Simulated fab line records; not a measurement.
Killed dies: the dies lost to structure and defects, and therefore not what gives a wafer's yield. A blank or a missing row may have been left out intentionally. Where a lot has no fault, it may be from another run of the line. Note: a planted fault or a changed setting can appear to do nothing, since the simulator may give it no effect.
2 desks, one fault	flow gf180mcu	what lay behind the numbers comes last; until then each desk has only its own

THE METROLOGY DESK
What the gauges read, lot by lot, whatever tool the lot ran on: means of the sampled wafers that have a number. A lot is out of limits, marked OUT, if its mean lies more than 4 standard deviations from the usual mean; the brackets give that distance.
Columns: A = STI_OXIDATION_02_THK at GF_STI_THK_MEAS_30, usual 10.00 nm; B = LVPWELL_TW at GF_LVPWELL_TW_MEAS_11, usual 556; C = LVPWELL_RS at GF_VT_IMPLANT_RS_MEAS_48, usual 1197 ohm/sq
lot	first seen here	A	B	C
L857	day 2 12:46	9.80	559	1194
L859	day 2 23:03	9.90	555	1201
L860	day 3 02:40	9.60	559	1200
L863	day 4 00:46	9.92	557	1199
L864	day 4 02:43	10.15	559	1195
L866	day 4 12:41	9.99	557	1201
L868	day 4 23:11	10.14	557	1199
L869	day 5 03:13	9.99	550	1194
L876	day 6 14:32	10.02	532 (-7.1) OUT	1312 (+36) OUT
L877	day 6 19:42	9.78	533 (-6.9) OUT	1319 (+38) OUT
L878	day 6 23:18	9.86	531 (-7.4) OUT	1315 (+37) OUT
This desk finds L876, L877, L878 out of limits, with the earliest case on L876 at day 8 13:04 (LVPWELL_TW at GF_LVPWELL_TW_MEAS_11). Within limits: L857, L859, L860, L863, L864, L866, L868, L869.

FOR THE TOOL OWNER'S DESK: implanter-01
For each lot that ran on this tool, the mean over its sampled wafers that have a number, from the tool's own readings at GF_LVPWELL_IMPLANT_08. A lot is out of limits, marked OUT, if its mean lies more than 4 standard deviations from the usual mean; the brackets give that distance.
Columns: A = dose ions cm2 at GF_LVPWELL_IMPLANT_08, usual 1.5e+13; B = end station pressure torr at GF_LVPWELL_IMPLANT_08, usual 5.09e-06 Torr; C = faraday current uA at GF_LVPWELL_IMPLANT_08, usual 84.8
lot	first seen here	A	B	C
L857	day 4 03:53	1.5e+13	4.87e-06	84.1
L860	day 4 18:56	1.5e+13	5.29e-06	84.3
L864	day 5 22:14	1.5e+13	5.22e-06	84.9
L868	day 6 19:38	1.5e+13	5.00e-06	83.5
L869	day 6 23:08	1.5e+13	5.16e-06	85.8
L876	day 8 12:41	1.2e+13 (-99 or more) OUT	4.90e-06	70.6 (-9.5) OUT
L877	day 8 19:05	1.2e+13 (-99 or more) OUT	5.25e-06	71.1 (-9.2) OUT
L878	day 8 22:08	1.2e+13 (-99 or more) OUT	4.86e-06	70.4 (-9.6) OUT
This desk's finding: out of limits on L876, L877, L878; first on L876, day 8 12:41 (dose ions cm2 at GF_LVPWELL_IMPLANT_08). Within limits: L857, L860, L864, L868, L869.

TAKEN TOGETHER
The tool owner's desk had the chance to raise an alarm at day 8 12:41 on L876, L877, L878.
The metrology desk could have raised an alarm at day 8 13:04, on L876, L877, L878.
On implanter-01, each named lot ran GF_LVPWELL_IMPLANT_08.

WHAT THE SIMULATOR HAD INSERTED
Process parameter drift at GF_LVPWELL_IMPLANT_08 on implanter-01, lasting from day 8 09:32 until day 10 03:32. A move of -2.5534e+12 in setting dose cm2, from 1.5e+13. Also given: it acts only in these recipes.
Lots struck among those shown: L876, L877, L878.
Counting hours from when the fault started, the first reading out of limits came at 3 for the tool owner's desk and at 4 for the metrology desk.
